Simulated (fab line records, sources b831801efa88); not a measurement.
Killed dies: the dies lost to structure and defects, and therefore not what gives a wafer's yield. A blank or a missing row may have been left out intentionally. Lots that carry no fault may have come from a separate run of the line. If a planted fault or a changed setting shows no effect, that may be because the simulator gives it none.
Matching of chambers :: flow gf180mcu :: pecvd-02 running GF_MIM_CVD_05: 3 sister chambers
The step deposits Si3N4, target thk 42 nm, time 29.086 s. 6 wafers are shown with their chamber, then 7 later ones without.

## WAFERS, EACH WITH ITS CHAMBER
wafer: L613.2
chamber: 2
heaterPowerW (W): 768

wafer: L618.1
chamber: 0
heaterPowerW (W): 739

wafer: L618.2
chamber: 1
heaterPowerW (W): 674

wafer: L618.3
chamber: 2
heaterPowerW (W): 690

wafer: L628.2
chamber: 1
heaterPowerW (W): 673

wafer: L628.3
chamber: 0
heaterPowerW (W): 762

## WAFERS WITHOUT THEIR CHAMBER
wafer: L628.4
heaterPowerW (W): 669

wafer: L633.2
heaterPowerW (W): 854

wafer: L633.3
heaterPowerW (W): 690

wafer: L633.6
heaterPowerW (W): 707

wafer: L634.2
heaterPowerW (W): 811

wafer: L634.3
heaterPowerW (W): 685

wafer: L634.6
heaterPowerW (W): 705

## EACH ONE'S CHAMBER
wafer: L628.4
from the rows above: can't be placed: 1 or 2
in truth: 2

wafer: L633.2
from the rows above: can't be placed: 0 or 2
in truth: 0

wafer: L633.3
from the rows above: can't be placed: 1 or 2 or 0
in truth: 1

wafer: L633.6
from the rows above: can't be placed: 2 or 1 or 0
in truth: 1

wafer: L634.2
from the rows above: can't be placed: 0 or 2
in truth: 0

wafer: L634.3
from the rows above: can't be placed: 1 or 2 or 0
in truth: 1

wafer: L634.6
from the rows above: can't be placed: 2 or 1 or 0
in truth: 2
Correct placement for 0 of the 7. Can't be placed from these rows: 7 (the true chamber is among the candidates in 7). Placed wrongly: 0.
How it was worked out, from the rows above alone: a wafer's distance from a chamber is the root of the sum, over the readings, of the square of ((its reading less the chamber's mean) divided by the reading's scatter). If the next closest chamber is less than 2 further off than the closest, the wafer can't be placed; otherwise it belongs to the closest. A chamber's mean is the mean of its shown wafers. The scatter is the square root of a quotient: the sum, over the shown wafers, of each reading's squared deviation from its chamber's mean, divided by wafers minus chambers.
